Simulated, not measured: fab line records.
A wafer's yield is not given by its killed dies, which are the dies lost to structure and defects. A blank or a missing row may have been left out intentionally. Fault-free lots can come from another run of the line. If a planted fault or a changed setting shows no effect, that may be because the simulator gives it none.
What tool caused it? | flow sky130 | 33 wafers from 11 lots sampled at 5 of the route's 708 steps

== WHAT THE GAUGES READ, wafer by wafer ==
SKY_CONTACT_RS_MEAS_25: a four-point-probe measurement.
lot  | measured     | on            | CONTACT_W_RS (ohm/sq)
L257 | day 33 03:33 | film-metro-02 | 0.340 0.330 0.342
L260 | day 33 23:52 | film-metro-01 | 0.329 0.331 0.332
L261 | day 34 10:03 | film-metro-01 | 0.343 0.336 0.345
L262 | day 34 15:40 | film-metro-01 | 0.344 0.339 0.343
L263 | day 35 00:01 | film-metro-01 | 0.335 0.331 0.335
L270 | day 37 13:00 | film-metro-02 | 0.333 0.338 0.330
L271 | day 38 03:22 | film-metro-04 | 0.333 0.334 0.335
L273 | day 38 11:32 | film-metro-01 | 0.342 0.346 0.339
L277 | day 39 07:40 | film-metro-02 | 0.336 0.335 0.334
L278 | day 39 14:29 | film-metro-04 | 0.337 0.334 0.337
L279 | day 39 16:42 | film-metro-02 | 0.338 0.342 0.335

SKY_VIA1_THK_MEAS_01.
lot  | measured     | on            | VIA1_HDPCVD_THK (nm)
L257 | day 34 09:23 | film-metro-01 | 1040 1052 1036
L260 | day 35 04:56 | film-metro-03 | 1048 1045 1038
L261 | day 35 14:49 | film-metro-02 | 967 1031 1025
L262 | day 35 20:31 | film-metro-01 | 980 1045 1045
L263 | day 36 04:17 | film-metro-03 | 1043 1046 985
L270 | day 38 16:31 | film-metro-03 | 1056 1036 1050
L271 | day 39 06:44 | film-metro-01 | 1041 1030 1049
L273 | day 39 14:58 | film-metro-02 | 1050 1034 1032
L277 | day 40 10:30 | film-metro-01 | 1023 1031 1028
L278 | day 40 17:04 | film-metro-03 | 1039 1024 1031
L279 | day 40 19:27 | film-metro-01 | 1037 1045 1033

== WHAT TOOL EACH LOT RAN ON (gives the tool, then ch and the chambers of the sampled wafers, and finally the start) ==
lot  | SKY_METAL1_SPUTTER_01        | SKY_METAL1_METAL_ETCH_19          | SKY_VIA1_HDPCVD_00
L257 | pvd-sputter-04, day 33 04:03 | rie-metal-02 ch 0,1, day 34 08:33 | hdpcvd-02 ch 0,1, day 34 09:16
L260 | pvd-sputter-03, day 34 00:22 | rie-metal-01 ch 1, day 35 04:08   | hdpcvd-01 ch 1,2, day 35 04:49
L261 | pvd-sputter-04, day 34 10:33 | rie-metal-03 ch 0,1, day 35 13:56 | hdpcvd-01 ch 1,2, day 35 14:42
L262 | pvd-sputter-01, day 34 16:06 | rie-metal-01 ch 0,1, day 35 19:44 | hdpcvd-01 ch 0,1,2, day 35 20:26
L263 | pvd-sputter-03, day 35 00:31 | rie-metal-01 ch 0,1, day 36 03:27 | hdpcvd-01 ch 0,2, day 36 04:10
L270 | pvd-sputter-04, day 37 13:28 | rie-metal-01 ch 0,1, day 38 15:44 | hdpcvd-02 ch 0,2, day 38 16:23
L271 | pvd-sputter-04, day 38 03:51 | rie-metal-03 ch 0,1, day 39 05:54 | hdpcvd-01 ch 0,1,2, day 39 06:37
L273 | pvd-sputter-03, day 38 12:01 | rie-metal-01 ch 0,1, day 39 14:10 | hdpcvd-01 ch 0,1, day 39 14:51
L277 | pvd-sputter-01, day 39 08:10 | rie-metal-03 ch 0,1, day 40 09:42 | hdpcvd-01 ch 0,1,2, day 40 10:23
L278 | pvd-sputter-04, day 39 14:56 | rie-metal-02 ch 0,1, day 40 16:16 | hdpcvd-02 ch 0,1,2, day 40 16:58
L279 | pvd-sputter-03, day 39 17:12 | rie-metal-03 ch 0,1, day 40 18:39 | hdpcvd-02 ch 0,2, day 40 19:20
- SKY_METAL1_SPUTTER_01: material TiN, target thk 20 nm, time 16.7 s.
- SKY_METAL1_METAL_ETCH_19: etches the open film in Cl2/BCl3, stops on SiO2, target depth 360 nm, time 78 s.
- SKY_VIA1_HDPCVD_00: deposits SiO2, target thk 1030 nm, time 171.7 s.

== AS READ BY THE TOOLS THEMSELVES (means over the sampled wafers that have a number; for cases with no such wafer, the mark the record gives instead) ==
SKY_METAL1_SPUTTER_01.
lot  | tool           | throttle-valve-pct (%)
L257 | pvd-sputter-04 | 29.0
L260 | pvd-sputter-03 | 28.6
L261 | pvd-sputter-04 | 30.0
L262 | pvd-sputter-01 | 31.4
L263 | pvd-sputter-03 | 28.7
L270 | pvd-sputter-04 | 29.5
L271 | pvd-sputter-04 | 30.0
L273 | pvd-sputter-03 | 28.0
L277 | pvd-sputter-01 | 31.2
L278 | pvd-sputter-04 | 29.1
L279 | pvd-sputter-03 | 28.0

SKY_METAL1_METAL_ETCH_19.
lot  | tool         | drypump-motor-current-A (A) | oes-product-au (a.u.) | throttle-valve-pct (%)
L257 | rie-metal-02 | 5.9                         | 0.851                 | 22.268
L260 | rie-metal-01 | 5.3                         | 0.860                 | 22.270
L261 | rie-metal-03 | 5.1                         | 0.857                 | 22.268
L262 | rie-metal-01 | 5.6                         | 0.852                 | 22.269
L263 | rie-metal-01 | 5.9                         | 0.853                 | 22.269
L270 | rie-metal-01 | 5.6                         | 0.858                 | 22.267
L271 | rie-metal-03 | 5.5                         | 0.848                 | 22.264
L273 | rie-metal-01 | 5.9                         | 0.847                 | 22.273
L277 | rie-metal-03 | 5.5                         | 0.854                 | 22.263
L278 | rie-metal-02 | 5.8                         | 0.857                 | 22.268
L279 | rie-metal-03 | 5.4                         | 0.854                 | 22.265

SKY_VIA1_HDPCVD_00.
lot  | tool      | pressure-mtorr (mTorr) | run-length-s (s)
L257 | hdpcvd-02 | 6.007                  | 199.6
L260 | hdpcvd-01 | 5.988                  | 199.4
L261 | hdpcvd-01 | 5.992                  | 196.6
L262 | hdpcvd-01 | 5.984                  | 196.6
L263 | hdpcvd-01 | 6.009                  | 196.2
L270 | hdpcvd-02 | 6.005                  | 200.0
L271 | hdpcvd-01 | 6.018                  | 199.8
L273 | hdpcvd-01 | 5.995                  | 199.9
L277 | hdpcvd-01 | 6.001                  | 199.9
L278 | hdpcvd-02 | 6.013                  | 199.9
L279 | hdpcvd-02 | 5.991                  | 200.0

== THE ANSWER, worked out from the rows above alone ==
Rule: the lots themselves supply what counts as usual. Put in order of their means at a reading, lots are off if they are a third of the lots or fewer, leave a main group of 4 or more, and stand apart from it by a gap of 3 or more times the standard deviation of the main group's means; of several such gaps the widest counts. A main group whose means are all the same, to the digits that the tables above print for the reading, isn't used. Also off: a lot with no number at a reading for which 4 or more lots have one. All remaining lots with rows at the step are treated as sound. Order of review: gauges by route order, followed by the tools' own readings, for which a lot's mean as printed above is used. The first step at which some lot is off is used, and at that step the reading that is off furthest; a lot without a number counts as furthest.
Off at SKY_VIA1_HDPCVD_00 (run-length-s): L261, L262, L263. For the main group the mean is 199.8 s and the standard deviation 0.2.
If a tool, at that step or one of the process steps before it, ran each lot that is off and ran no sound lot following the first of them, it fits. Of those tried, none fits.

== WHAT THE SIMULATOR HAD INSERTED ==
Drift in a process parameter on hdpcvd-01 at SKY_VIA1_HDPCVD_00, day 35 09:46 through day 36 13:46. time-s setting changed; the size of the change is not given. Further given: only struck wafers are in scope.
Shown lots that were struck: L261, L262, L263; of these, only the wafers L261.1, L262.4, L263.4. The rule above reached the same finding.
